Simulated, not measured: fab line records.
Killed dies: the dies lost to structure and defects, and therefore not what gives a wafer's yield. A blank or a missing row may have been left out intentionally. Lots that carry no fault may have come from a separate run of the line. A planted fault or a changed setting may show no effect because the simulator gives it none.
fab line records | flow sky130
record lots=5 wafers=15 last-day=49
route steps=708 shown VIA4@657 METAL5@661
lots untouched by any fault: they come from a run of this same line in which no faults occurred
start-h: the number of hours between the record's first day and the start of the first shown wafer of the lot | wait-h: hours elapsed since this lot's preceding step | " unchanged from the row above | L1.1+2: a single row standing in for several wafers | - no value present, or no start provided | * or withheld: withheld | < > ~ a bound
route shown NAME@n: names a module that has steps shown in the file, with the first one's number in the route | usual: mean/standard deviation taken from wafers without a fault | same: alike in all rows | chamber/n: place in a boat | sites: readings site by site | _std_site: their standard deviation | _edge_site: mean of outer sites minus mean of inner sites | radius-mm: how far each site lies from the wafer's centre | mask NAME#n: copy n | behind: the last tool/chamber to shape the wafer | hold: why the lot went on hold/how many hours it stayed there/how the hold came to an end | device: the transistor (n, p or np) that didn't switch | end of line: the tests these same wafers got at the end of their route | a step without rows: its recipe alone | killed: at the first sort, the dies lost to defects and structure; wafer yield is something else | map: a wafer's dies, x killed, . not, _ none there
set.NAME: the setting the step ran with; set.NAME@STEP: the setting that earlier step ran with | model.NAME: the simulator's own value behind a step, which no gauge read
lots seen at some steps along the route; tables by step, rows by wafer
services: the hour from which a tool's chamber was out of use, counted from the record's first day as start-h (under 0 if before that day), plus the number of hours and why
## steps
# step SKY_VIA4_CVD_18
# recipe material=W target-thk-nm=505 time-s=152.14 temp-c=400 pressure-torr=40
# usual chamber-pressure-Torr=39.98/0.085 heater-power-w=853/57
# columns lot.wafer tool chamber start-h wait-h chamber-pressure-Torr heater-power-w
L074.1 cvd-w-01 1 1000.73 0.0 40.07 800
L074.4 " 0 " " 39.82 917
L074.5 " 0 " " 39.86 922
L077.1 cvd-w-02 1 1023.93 0.0 40.10 871
L077.2 " 0 " " 40.02 788
L077.5 " 0 " " 40.15 807
L080.2 cvd-w-02 1 1045.66 0.0 40.02 863
L080.3 " 0 " " 39.95 819
L080.6 " 1 " " 39.84 849
L091.3 cvd-w-01 0 1109.45 0.1 39.97 956
L091.5 " 0 " " 40.04 920
L091.6 " 1 " " 39.98 798
L093.1 cvd-w-02 1 1119.29 0.0 40.13 852
L093.4 " 1 " " 40.20 861
L093.6 " 0 " " 40.06 785
# step SKY_VIA4_RS_MEAS_19
# recipe thk-meas-gauge=four-point-probe reads=W_of_VIA4_CVD_18+TiN_of_VIA4_SPUTTER_17
# usual VIA4_W_RS=0.223/0.0043
# columns lot.wafer tool chamber start-h wait-h VIA4_W_RS[ohm/sq]
L074.1 film-metro-01 - 1000.91 0.1 0.228
L074.4 " - " " 0.229
L074.5 " - " " 0.227
L077.1 film-metro-03 - 1024.08 0.1 0.225
L077.2 " - " " 0.218
L077.5 " - " " 0.219
L080.2 film-metro-03 - 1045.83 0.1 0.221
L080.3 " - " " 0.221
L080.6 " - " " 0.221
L091.3 film-metro-01 - 1109.59 0.1 0.218
L091.5 " - " " 0.219
L091.6 " - " " 0.228
L093.1 film-metro-02 - 1119.45 0.1 0.223
L093.4 " - " " 0.218
L093.6 " - " " 0.220
# step SKY_VIA4_THK_MEAS_20
# recipe thk-meas-gauge=xrf reads=W_of_VIA4_CVD_18
# usual VIA4_W_THK=520/11
# columns lot.wafer tool chamber start-h wait-h VIA4_W_THK[nm]
L074.1 film-metro-01 - 1001.03 0.1 504
L074.4 " - " " 505
L074.5 " - " " 508
L077.1 film-metro-03 - 1024.20 0.1 514
L077.2 " - " " 533
L077.5 " - " " 528
L080.2 film-metro-03 - 1045.94 0.1 522
L080.3 " - " " 520
L080.6 " - " " 520
L091.3 film-metro-01 - 1109.69 0.1 529
L091.5 " - " " 528
L091.6 " - " " 505
L093.1 film-metro-02 - 1119.57 0.1 526
L093.4 " - " " 537
L093.6 " - " " 531
# step SKY_VIA4_CMP_21
# recipe stop-on=SiO2 t-overpolish-s=25 down-force-psi=3.5 platen-rpm=60 target-thk-nm=0 pad-velocity-m-s=0.94248
# usual motor-current-A=10.9/1 overpolish-run-s=25.000/0.009 slurry-filter-dp-kPa=13.48/0.13 time-to-endpoint-s=125/5.1
# columns lot.wafer tool chamber start-h wait-h motor-current-A overpolish-run-s slurry-filter-dp-kPa time-to-endpoint-s
L074.1 cmp-01 3 1001.15 0.1 11.6 24.996 13.46 116
L074.4 " 2 " " 12.6 24.987 13.63 123
L074.5 " 0 " " 11.1 25.000 13.62 124
L077.2 cmp-02 1 1024.26 0.0 9.2 24.999 13.49 139
L077.1 " 2 " " 11.9 25.000 13.50 123
L077.5 " 2 " " 11.8 25.002 13.54 128
L080.2 cmp-01 2 1046.09 0.1 11.8 25.010 13.62 126
L080.3 " 3 " " 11.7 24.994 13.40 122
L080.6 " 0 " " 11.6 24.982 13.38 129
L091.3 cmp-02 0 1109.76 0.1 10.5 25.012 13.54 126
L091.6 " 0 " " 10.8 25.001 13.35 121
L091.5 " 1 " " 8.7 24.994 13.48 127
L093.4 cmp-01 3 1119.73 0.1 11.5 25.001 13.65 124
L093.1 " 0 " " 11.5 25.010 13.41 130
L093.6 " 2 " " 11.4 25.019 13.59 124
# step SKY_METAL5_SPUTTER_00
# recipe material=Ti target-thk-nm=15 power-w=3000 time-s=10 chamber-pressure-pa=0.4
# usual throttle-valve-pct=30.5/0.88
# columns lot.wafer tool chamber start-h wait-h throttle-valve-pct
L074.1 pvd-sputter-04 - 1001.45 0.2 30.3
L074.4 " - " " 31.3
L074.5 " - " " 29.8
L077.1 pvd-sputter-04 - 1024.56 0.2 30.5
L077.2 " - " " 30.3
L077.5 " - " " 30.2
L080.2 pvd-sputter-03 - 1046.29 0.1 31.3
L080.3 " - " " 31.1
L080.6 " - " " 28.1
L091.3 pvd-sputter-04 - 1110.06 0.2 30.3
L091.5 " - " " 30.6
L091.6 " - " " 29.8
L093.1 pvd-sputter-04 - 1119.93 0.1 30.2
L093.4 " - " " 31.7
L093.6 " - " " 30.7
# step SKY_METAL5_SPUTTER_01
# recipe material=TiN target-thk-nm=20 power-w=6500 time-s=16.7 chamber-pressure-pa=0.4
# usual throttle-valve-pct=30.5/0.87
# columns lot.wafer tool chamber start-h wait-h throttle-valve-pct
L074.1 pvd-sputter-04 - 1001.47 0.0 30.0
L074.4 " - " " 31.4
L074.5 " - " " 30.0
L077.1 pvd-sputter-04 - 1024.58 0.0 30.5
L077.2 " - " " 30.1
L077.5 " - " " 29.9
L080.2 pvd-sputter-03 - 1046.31 0.0 31.5
L080.3 " - " " 31.3
L080.6 " - " " 28.3
L091.3 pvd-sputter-04 - 1110.08 0.0 30.2
L091.5 " - " " 30.2
L091.6 " - " " 30.1
L093.1 pvd-sputter-04 - 1119.95 0.0 30.4
L093.4 " - " " 31.3
L093.6 " - " " 30.5
# step SKY_METAL5_SPUTTER_02
# recipe material=AlCu target-thk-nm=1150 power-w=10600 time-s=61.2 chamber-pressure-pa=0.4
# usual throttle-valve-pct=30.5/0.86
# columns lot.wafer tool chamber start-h wait-h throttle-valve-pct
L074.1 pvd-sputter-04 - 1001.49 0.0 30.2
L074.4 " - " " 31.5
L074.5 " - " " 30.1
L077.1 pvd-sputter-04 - 1024.61 0.0 30.3
L077.2 " - " " 30.1
L077.5 " - " " 30.1
L080.2 pvd-sputter-03 - 1046.34 0.0 31.4
L080.3 " - " " 31.1
L080.6 " - " " 27.8
L091.3 pvd-sputter-04 - 1110.11 0.0 30.3
L091.5 " - " " 30.3
L091.6 " - " " 30.1
L093.1 pvd-sputter-04 - 1119.97 0.0 30.4
L093.4 " - " " 31.4
L093.6 " - " " 30.8
## services
# columns tool chamber start-h hours kind
cvd-w-01 1 985.76 8.8 repair
cmp-02 - 989.26 4.9 repair
cmp-01 - 990.66 0.4 repair
cvd-w-01 - 1017.31 12.2 repair
cvd-w-01 0 1022.68 - calibration
pvd-sputter-03 3 1032.17 - consumable-replace:kit
pvd-sputter-03 3 1032.17 18.0 scheduled-down
pvd-sputter-03 3 1032.17 18.0 vent-cycle
pvd-sputter-04 1 1044.05 - consumable-replace:kit
pvd-sputter-04 1 1044.05 18.0 scheduled-down
pvd-sputter-04 1 1044.05 18.0 vent-cycle
cvd-w-01 - 1046.93 0.6 repair
cmp-02 - 1085.36 4.0 pm
cmp-02 - 1089.36 - consumable-replace:conditioner
cmp-02 - 1089.36 - consumable-replace:pad
pvd-sputter-03 - 1113.61 2.2 repair
## key
fault none
